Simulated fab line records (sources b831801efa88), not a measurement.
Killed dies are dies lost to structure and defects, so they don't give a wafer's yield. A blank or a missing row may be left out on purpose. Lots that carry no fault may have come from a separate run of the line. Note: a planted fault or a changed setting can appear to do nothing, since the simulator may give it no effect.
fab line records + flow sky130
record
- lots=12
- wafers=36
- lastDay=50
route steps=708 shown LI_CONTACT@385 CONTACT@406
lots that met no fault: from a run of the same line without faults
startH: hours from the record's first day to the start of the lot's first wafer shown + waitH: time in hours since the lot's previous step + " unchanged from the row above + L1.1+2: one row covering several wafers at once + - value missing, or start not given + * or withheld: withheld + < > ~ a bound
route shown NAME@n: NAME is a module with steps in the file, n the number in the route of the first one + usual: average and standard deviation across the fault-free wafers + same: alike in all rows + chamber/n: place in a boat + sites: readings site by site + _std_site: standard deviation of those values + _edge_site: inner sites' mean taken away from outer sites' mean + radiusMm: for every site, how far away it sits from the centre of the wafer + mask NAME#n: copy n + behind: the tool/chamber that last shaped the wafer + hold: why the lot was held/for how many hours/how that ended + device: which transistor (n, p or np) failed to switch + end of line: the tests these same wafers got at the end of their route + a step given without rows: its recipe and nothing more + killed: count of dies lost to structure and defects at first sort (not the wafer's yield) + map: dies across one wafer; x = killed, . = not, _ = none there
set.NAME: the run value of the setting; set.NAME@STEP: its run value at that earlier step + model.NAME: the simulator's own value behind a step, which no gauge read
the route's steps for a sample of lots (tables are steps, rows are wafers)
services: from which hour (startH, from the record's first day; less than 0 if before it) a tool's chamber was out of use, for how many hours, and why
## steps
# step SKY_LI_CONTACT_THK_MEAS_23
# recipe
- thkMeasGauge=xrf
- reads=W_of_LI_CONTACT_CVD_21
# usual
- LI_CONTACT_W_THK=394/7.8
| lot.wafer | tool         | chamber | startH | waitH | LI_CONTACT_W_THK[nm] |
|-----------|--------------|---------|--------|-------|----------------------|
| L133.2    | filmMetro-01 | -       | 678.63 | 0.1   | 387                  |
| L133.3    | "            | -       | "      | "     | 382                  |
| L133.4    | "            | -       | "      | "     | 392                  |
| L135.2    | filmMetro-01 | -       | 692.75 | 0.1   | 384                  |
| L135.3    | "            | -       | "      | "     | 392                  |
| L135.6    | "            | -       | "      | "     | 390                  |
| L137.1    | filmMetro-03 | -       | 705.39 | 0.1   | 388                  |
| L137.4    | "            | -       | "      | "     | 397                  |
| L137.6    | "            | -       | "      | "     | 397                  |
| L138.2    | filmMetro-03 | -       | 712.99 | 0.1   | 406                  |
| L138.4    | "            | -       | "      | "     | 405                  |
| L138.6    | "            | -       | "      | "     | 396                  |
| L139.3    | filmMetro-03 | -       | 723.51 | 0.1   | 386                  |
| L139.5    | "            | -       | "      | "     | 390                  |
| L139.6    | "            | -       | "      | "     | 381                  |
| L140.1    | filmMetro-03 | -       | 729.07 | 0.1   | 401                  |
| L140.3    | "            | -       | "      | "     | 399                  |
| L140.5    | "            | -       | "      | "     | 400                  |
| L143.1    | filmMetro-02 | -       | 757.83 | 0.1   | 384                  |
| L143.3    | "            | -       | "      | "     | 375                  |
| L143.6    | "            | -       | "      | "     | 386                  |
| L147.2    | filmMetro-03 | -       | 788.80 | 0.1   | 415                  |
| L147.5    | "            | -       | "      | "     | 406                  |
| L147.6    | "            | -       | "      | "     | 405                  |
| L148.2    | filmMetro-03 | -       | 806.65 | 0.1   | 391                  |
| L148.4    | "            | -       | "      | "     | 398                  |
| L148.6    | "            | -       | "      | "     | 396                  |
| L151.1    | filmMetro-02 | -       | 836.64 | 0.1   | 397                  |
| L151.3    | "            | -       | "      | "     | 397                  |
| L151.6    | "            | -       | "      | "     | 384                  |
| L154.4    | filmMetro-01 | -       | 838.37 | 0.1   | 400                  |
| L154.5    | "            | -       | "      | "     | 398                  |
| L154.6    | "            | -       | "      | "     | 385                  |
| L155.1    | filmMetro-02 | -       | 839.01 | 0.1   | 381                  |
| L155.2    | "            | -       | "      | "     | 392                  |
| L155.3    | "            | -       | "      | "     | 382                  |
# step SKY_CONTACT_CVD_00
# recipe
- material=Si3N4
- targetThkNm=75
- tempC=400
- timeS=withheld
- rfW=450
# usual
- heaterPowerW=712/80
| lot.wafer | tool     | chamber | startH | waitH | heaterPowerW |
|-----------|----------|---------|--------|-------|--------------|
| L133.2    | pecvd-02 | 0       | 708.15 | 0.0   | 725          |
| L133.3    | "        | 2       | "      | "     | 805          |
| L133.4    | "        | 1       | "      | "     | 762          |
| L135.2    | pecvd-01 | 1       | 722.53 | 0.0   | 757          |
| L135.3    | "        | 2       | "      | "     | 627          |
| L135.6    | "        | 2       | "      | "     | 612          |
| L137.1    | pecvd-03 | 0       | 734.81 | 0.0   | 646          |
| L137.4    | "        | 1       | "      | "     | 706          |
| L137.6    | "        | 2       | "      | "     | 743          |
| L138.2    | pecvd-02 | 2       | 742.15 | 0.0   | 846          |
| L138.4    | "        | 1       | "      | "     | 781          |
| L138.6    | "        | 0       | "      | "     | 617          |
| L139.3    | pecvd-01 | 1       | 751.29 | 0.0   | 740          |
| L139.5    | "        | 1       | "      | "     | 739          |
| L139.6    | "        | 0       | "      | "     | 714          |
| L140.1    | pecvd-03 | 2       | 758.21 | 0.0   | 730          |
| L140.3    | "        | 0       | "      | "     | 595          |
| L140.5    | "        | 2       | "      | "     | 758          |
| L143.1    | pecvd-02 | 2       | 785.04 | 0.0   | 744          |
| L143.3    | "        | 0       | "      | "     | 608          |
| L143.6    | "        | 1       | "      | "     | 789          |
| L147.2    | pecvd-02 | 0       | 816.03 | 0.0   | 706          |
| L147.5    | "        | 0       | "      | "     | 710          |
| L147.6    | "        | 1       | "      | "     | 703          |
| L148.2    | pecvd-01 | 2       | 835.06 | 0.0   | 642          |
| L148.4    | "        | 0       | "      | "     | 624          |
| L148.6    | "        | 0       | "      | "     | 645          |
| L151.1    | pecvd-03 | 0       | 864.51 | 0.0   | 589          |
| L151.3    | "        | 2       | "      | "     | 855          |
| L151.6    | "        | 1       | "      | "     | 730          |
| L154.4    | pecvd-03 | 0       | 866.04 | 0.0   | 641          |
| L154.5    | "        | 2       | "      | "     | 893          |
| L154.6    | "        | 1       | "      | "     | 657          |
| L155.1    | pecvd-01 | 0       | 866.90 | 0.0   | 596          |
| L155.2    | "        | 1       | "      | "     | 744          |
| L155.3    | "        | 1       | "      | "     | 758          |
# step SKY_CONTACT_ETCH_18
# recipe
- target=Si3N4
- chemistry=CHF3/O2
- stopOn=TiN
- sourceW=600
- biasW=200
- pressureMtorr=40
- chf3FlowSccm=50
- O2_flow_sccm=5
- timeS=39
- targetDepthA=750
# usual
- biasW=200.0/0.59
- drypumpMotorCurrentA=5.6/0.53
- oesProductAu=0.856/0.0089
- throttleValvePct=8.793/0.0098
| lot.wafer | tool       | chamber | startH | waitH | biasW | drypumpMotorCurrentA | oesProductAu | rfHoursCounterH | throttleValvePct |
|-----------|------------|---------|--------|-------|-------|----------------------|--------------|-----------------|------------------|
| L133.2    | rieDiel-04 | 0       | 736    | -     | 198.9 | 5.8                  | 0.842        | 4               | 8.786            |
| L133.3    | "          | 3       | "      | "     | 199.9 | 6.6                  | 0.861        | 18              | 8.787            |
| L133.4    | "          | 2       | "      | "     | 200.1 | 6.1                  | 0.851        | 5               | 8.788            |
| L135.2    | rieDiel-03 | 0       | 751    | -     | 200.9 | 5.2                  | 0.856        | 9               | 8.776            |
| L135.3    | "          | 3       | "      | "     | 201.0 | 5.1                  | 0.863        | 3               | 8.806            |
| L135.6    | "          | 1       | "      | "     | 200.7 | 5.5                  | 0.863        | -               | 8.812            |
| L137.1    | rieDiel-03 | 0       | 762    | -     | 200.9 | 5.2                  | 0.852        | 10              | 8.791            |
| L137.4    | "          | 2       | "      | "     | 200.1 | 5.2                  | 0.860        | 3               | 8.791            |
| L137.6    | "          | 2       | "      | "     | 200.2 | 5.2                  | 0.868        | -               | 8.795            |
| L138.2    | rieDiel-03 | 3       | 769    | -     | 198.7 | 5.2                  | 0.855        | 4               | 8.779            |
| L138.4    | "          | 1       | "      | "     | 199.5 | 5.5                  | 0.858        | 9               | 8.783            |
| L138.6    | "          | 3       | "      | "     | 198.8 | 5.1                  | 0.852        | -               | 8.786            |
| L139.3    | rieDiel-03 | 2       | 778    | -     | 199.7 | 5.2                  | 0.854        | 4               | 8.781            |
| L139.5    | "          | 1       | "      | "     | 200.9 | 5.5                  | 0.878        | -               | 8.810            |
| L139.6    | "          | 2       | "      | "     | 200.1 | 5.2                  | 0.866        | -               | 8.788            |
| L140.1    | rieDiel-04 | 1       | 785    | -     | 200.7 | 6.2                  | 0.845        | 0               | 8.796            |
| L140.3    | "          | 3       | "      | "     | 199.6 | 6.6                  | 0.842        | 21              | 8.778            |
| L140.5    | "          | 1       | "      | "     | 200.7 | 6.2                  | 0.851        | -               | 8.786            |
| L143.1    | rieDiel-03 | 1       | 810    | -     | 199.8 | 5.5                  | 0.856        | 10              | 8.775            |
| L143.3    | "          | 0       | "      | "     | 199.4 | 5.2                  | 0.840        | 12              | 8.806            |
| L143.6    | "          | 2       | "      | "     | 200.7 | 5.2                  | 0.869        | -               | 8.798            |
| L147.2    | rieDiel-04 | 2       | 843    | -     | 289.4 | 6.1                  | 0.842        | 9               | 8.794            |
| L147.5    | "          | 3       | "      | "     | 288.7 | 6.6                  | 0.850        | -               | 8.791            |
| L147.6    | "          | 0       | "      | "     | 289.1 | 5.8                  | 0.855        | -               | 8.795            |
| L148.2    | rieDiel-04 | 2       | 862    | -     | 288.8 | 6.1                  | 0.860        | 9               | 8.793            |
| L148.4    | "          | 0       | "      | "     | 288.8 | 5.8                  | 0.860        | 8               | 8.795            |
| L148.6    | "          | 3       | "      | "     | 289.6 | 6.6                  | 0.863        | -               | 8.813            |
| L151.1    | rieDiel-03 | 0       | 891    | -     | 200.2 | 5.3                  | 0.844        | 14              | 8.790            |
| L151.3    | "          | 2       | "      | "     | 199.8 | 5.2                  | 0.859        | 7               | 8.788            |
| L151.6    | "          | 1       | "      | "     | 200.6 | 5.5                  | 0.858        | -               | 8.798            |
| L154.4    | rieDiel-02 | 3       | 893    | -     | 199.7 | 4.7                  | 0.857        | -               | 8.792            |
| L154.5    | "          | 0       | "      | "     | 200.6 | 4.7                  | 0.859        | -               | 8.803            |
| L154.6    | "          | 2       | "      | "     | 199.7 | 5.9                  | 0.856        | -               | 8.781            |
| L155.1    | rieDiel-02 | 0       | 894    | -     | 200.5 | 4.7                  | 0.858        | 15              | 8.797            |
| L155.2    | "          | 3       | "      | "     | 200.4 | 4.7                  | 0.852        | 17              | 8.805            |
| L155.3    | "          | 2       | "      | "     | 200.0 | 5.9                  | 0.864        | 17              | 8.807            |
# step SKY_CONTACT_STRIP_19
# recipe
- chemistry=O2/N2
- powerW=1400
- pressureMtorr=1500
- platenTempC=withheld
- o2FlowSccm=3000
- n2FlowSccm=300
- overashFraction=0.5
# usual
- drypumpMotorCurrentA=5.9/0.54
- o2FlowSccm=2999/7.9
- oesProductAu=0.382/0.0054
- stripTimeToEndpointS=3.63/0.044
| lot.wafer | tool           | chamber | startH | waitH | drypumpMotorCurrentA | o2FlowSccm | oesProductAu | rfHoursCounterH | stripTimeToEndpointS |
|-----------|----------------|---------|--------|-------|----------------------|------------|--------------|-----------------|----------------------|
| L133.2    | plasmaAsher-02 | 0       | 736.85 | -     | 6.8                  | 3002       | 0.393        | 30              | 3.68                 |
| L133.3    | "              | 1       | "      | "     | 5.5                  | 3012       | 0.383        | -               | 3.65                 |
| L133.4    | "              | 0       | "      | "     | 6.8                  | 2987       | 0.379        | -               | 3.54                 |
| L135.2    | plasmaAsher-02 | 0       | 751.07 | -     | 6.8                  | 2999       | 0.389        | 31              | 3.62                 |
| L135.3    | "              | 1       | "      | "     | 5.5                  | 3000       | 0.387        | -               | 3.66                 |
| L135.6    | "              | 1       | "      | "     | 5.5                  | 2996       | 0.393        | -               | 3.68                 |
| L137.1    | plasmaAsher-02 | 1       | 762.37 | -     | 5.6                  | 2977       | 0.377        | 33              | 3.61                 |
| L137.4    | "              | 0       | "      | "     | 6.7                  | 2997       | 0.389        | -               | 3.66                 |
| L137.6    | "              | 0       | "      | "     | 6.7                  | 2998       | 0.377        | -               | 3.64                 |
| L138.2    | plasmaAsher-03 | 1       | 769.56 | -     | 5.6                  | 2996       | 0.381        | 2               | 3.68                 |
| L138.4    | "              | 1       | "      | "     | 5.6                  | 3000       | 0.380        | -               | 3.67                 |
| L138.6    | "              | 1       | "      | "     | 5.5                  | 2992       | 0.384        | -               | 3.66                 |
| L139.3    | plasmaAsher-03 | 1       | 778.54 | -     | 5.5                  | 3000       | 0.383        | -               | 3.68                 |
| L139.5    | "              | 1       | "      | "     | 5.5                  | 3001       | 0.378        | -               | 3.66                 |
| L139.6    | "              | 0       | "      | "     | 5.8                  | 2994       | 0.377        | -               | 3.67                 |
| L140.1    | plasmaAsher-03 | 1       | 785.49 | -     | 5.6                  | 3005       | 0.375        | 4               | 3.62                 |
| L140.3    | "              | 1       | "      | "     | 5.6                  | 3016       | 0.376        | -               | 3.65                 |
| L140.5    | "              | 0       | "      | "     | 5.8                  | 3007       | 0.385        | -               | 3.59                 |
| L143.1    | plasmaAsher-02 | 0       | 811.01 | -     | 6.8                  | 3001       | 0.381        | 37              | 3.64                 |
| L143.3    | "              | 1       | "      | "     | 5.5                  | 2993       | 0.382        | -               | 3.59                 |
| L143.6    | "              | 0       | "      | "     | 6.8                  | 2987       | 0.379        | -               | 3.64                 |
| L147.2    | plasmaAsher-01 | 1       | 843.16 | -     | 6.4                  | 3009       | 0.370        | 74              | 3.45                 |
| L147.5    | "              | 0       | "      | "     | 5.4                  | 3006       | 0.380        | -               | 3.55                 |
| L147.6    | "              | 1       | "      | "     | 6.4                  | 3004       | 0.367        | -               | 3.57                 |
| L148.2    | plasmaAsher-02 | 0       | 862.68 | -     | 6.8                  | 3002       | 0.375        | 43              | 3.42                 |
| L148.4    | "              | 0       | "      | "     | 6.7                  | 2996       | 0.376        | -               | 3.54                 |
| L148.6    | "              | 0       | "      | "     | 6.7                  | 2999       | 0.371        | -               | 3.54                 |
| L151.1    | plasmaAsher-03 | 1       | 891.62 | -     | 5.6                  | 3000       | 0.385        | 14              | 3.62                 |
| L151.3    | "              | 1       | "      | "     | 5.6                  | 3002       | 0.386        | -               | 3.67                 |
| L151.6    | "              | 0       | "      | "     | 5.8                  | 3001       | 0.388        | -               | 3.64                 |
| L154.4    | plasmaAsher-01 | 1       | 893.83 | -     | 6.4                  | 2994       | 0.378        | -               | 3.53                 |
| L154.5    | "              | 1       | "      | "     | 6.4                  | 2995       | 0.376        | -               | 3.63                 |
| L154.6    | "              | 0       | "      | "     | 5.4                  | 2991       | 0.369        | -               | 3.57                 |
| L155.1    | plasmaAsher-02 | 0       | 894.15 | -     | 6.8                  | 2990       | 0.387        | 46              | 3.66                 |
| L155.2    | "              | 1       | "      | "     | 5.5                  | 2991       | 0.383        | 46              | 3.60                 |
| L155.3    | "              | 1       | "      | "     | 5.5                  | 2997       | 0.378        | -               | 3.60                 |
# step SKY_CONTACT_THK_MEAS_26
# recipe
- thkMeasGauge=xrf
- reads=W_of_CONTACT_CVD_24
# usual
- CONTACT_W_THK=333/5.2
| lot.wafer | tool         | chamber | startH | waitH | CONTACT_W_THK[nm] |
|-----------|--------------|---------|--------|-------|-------------------|
| L133.2    | filmMetro-01 | -       | 737.81 | 0.1   | 342               |
| L133.3    | "            | -       | "      | "     | 340               |
| L133.4    | "            | -       | "      | "     | 343               |
| L135.2    | filmMetro-01 | -       | 751.96 | 0.1   | 337               |
| L135.3    | "            | -       | "      | "     | 330               |
| L135.6    | "            | -       | "      | "     | 343               |
| L137.1    | filmMetro-02 | -       | 763.26 | 0.1   | 323               |
| L137.4    | "            | -       | "      | "     | 324               |
| L137.6    | "            | -       | "      | "     | 329               |
| L138.2    | filmMetro-04 | -       | 770.54 | 0.1   | 331               |
| L138.4    | "            | -       | "      | "     | 331               |
| L138.6    | "            | -       | "      | "     | 329               |
| L139.3    | filmMetro-04 | -       | 779.44 | 0.1   | 326               |
| L139.5    | "            | -       | "      | "     | 327               |
| L139.6    | "            | -       | "      | "     | 336               |
| L140.1    | filmMetro-02 | -       | 786.37 | 0.1   | 319               |
| L140.3    | "            | -       | "      | "     | 330               |
| L140.5    | "            | -       | "      | "     | 334               |
| L143.1    | filmMetro-04 | -       | 811.90 | 0.1   | 334               |
| L143.3    | "            | -       | "      | "     | 326               |
| L143.6    | "            | -       | "      | "     | 331               |
| L147.2    | filmMetro-04 | -       | 844.05 | 0.1   | 331               |
| L147.5    | "            | -       | "      | "     | 331               |
| L147.6    | "            | -       | "      | "     | 335               |
| L148.2    | filmMetro-04 | -       | 863.66 | 0.1   | 336               |
| L148.4    | "            | -       | "      | "     | 333               |
| L148.6    | "            | -       | "      | "     | 327               |
| L151.1    | filmMetro-02 | -       | 892.51 | 0.1   | 332               |
| L151.3    | "            | -       | "      | "     | 334               |
| L151.6    | "            | -       | "      | "     | 330               |
| L154.4    | filmMetro-01 | -       | 894.75 | 0.1   | 327               |
| L154.5    | "            | -       | "      | "     | 331               |
| L154.6    | "            | -       | "      | "     | 329               |
| L155.1    | filmMetro-01 | -       | 895.08 | 0.1   | 338               |
| L155.2    | "            | -       | "      | "     | 327               |
| L155.3    | "            | -       | "      | "     | 326               |
## services
| tool           | chamber | startH | hours | kind          |
|----------------|---------|--------|-------|---------------|
| pecvd-01       | 1       | 690.02 | 20.3  | repair        |
| pecvd-03       | -       | 693.79 | 2.5   | repair        |
| pecvd-03       | 2       | 705.26 | 4.1   | repair        |
| pecvd-01       | 1       | 710.28 | 2.1   | scheduledDown |
| plasmaAsher-02 | -       | 717.01 | 0.7   | repair        |
| plasmaAsher-03 | -       | 719.99 | 4.0   | pm            |
| plasmaAsher-03 | -       | 733.80 | 9.0   | pm            |
| plasmaAsher-03 | 0       | 733.80 | 9.0   | ventCycle     |
| plasmaAsher-03 | 1       | 733.80 | 9.0   | ventCycle     |
| plasmaAsher-03 | 0       | 742.80 | -     | clean         |
| pecvd-01       | 2       | 758.37 | 10.1  | repair        |
| rieDiel-04     | 0       | 760.17 | 3.1   | repair        |
| rieDiel-02     | 3       | 760.71 | 2.2   | repair        |
| rieDiel-02     | -       | 777.61 | 16.7  | repair        |
| rieDiel-03     | 1       | 785.46 | 9.3   | repair        |
| plasmaAsher-01 | -       | 810.95 | 2.6   | repair        |
| rieDiel-04     | 2       | 835.31 | 5.4   | repair        |
| pecvd-01       | -       | 844.72 | 0.8   | repair        |
| rieDiel-02     | 2       | 854.72 | 8.8   | repair        |
| plasmaAsher-01 | -       | 858.51 | 0.8   | repair        |
| plasmaAsher-01 | -       | 866.78 | 2.3   | repair        |
| rieDiel-02     | -       | 871.26 | 2.8   | pm            |
| pecvd-03       | -       | 881.30 | 2.8   | pm            |
| rieDiel-02     | 1       | 892.19 | 8.5   | repair        |
## key
firstSign
- step=SKY_CONTACT_ETCH_18
- reading=biasW
- direction=up
- sigmas=99+
- usual=200.0
- struck=289.1
effect
- step=SKY_CONTACT_STRIP_19
- reading=stripTimeToEndpointS
- direction=down
- sigmas=2.7
- usual=*
- struck=*
metAt SKY_CONTACT_ETCH_18
struckLots L147,L148
testerLeftOut L147,L148
notActingAt SKY_LI_CONTACT_THK_MEAS_23,SKY_CONTACT_CVD_00,SKY_CONTACT_THK_MEAS_26
onsetBetween 785 843
fault
- kind=processParameterDrift
- tool=rieDiel-04
- chamber=-
- onsetH=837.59
- steps=SKY_CONTACT_ETCH_18
- channel=biasW
- offset=88.706
- shape=step
- endH=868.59
- actsIn=theseRecipesOnly
- stated=200
# testerLeftOut: of these lots the tester's yield and bins aren't shown, on N5 and GAA mostly nor the transistor test; their killed dies are dies lost to structure and defects alone, not to doping, threshold or leakage, so they don't give the yield
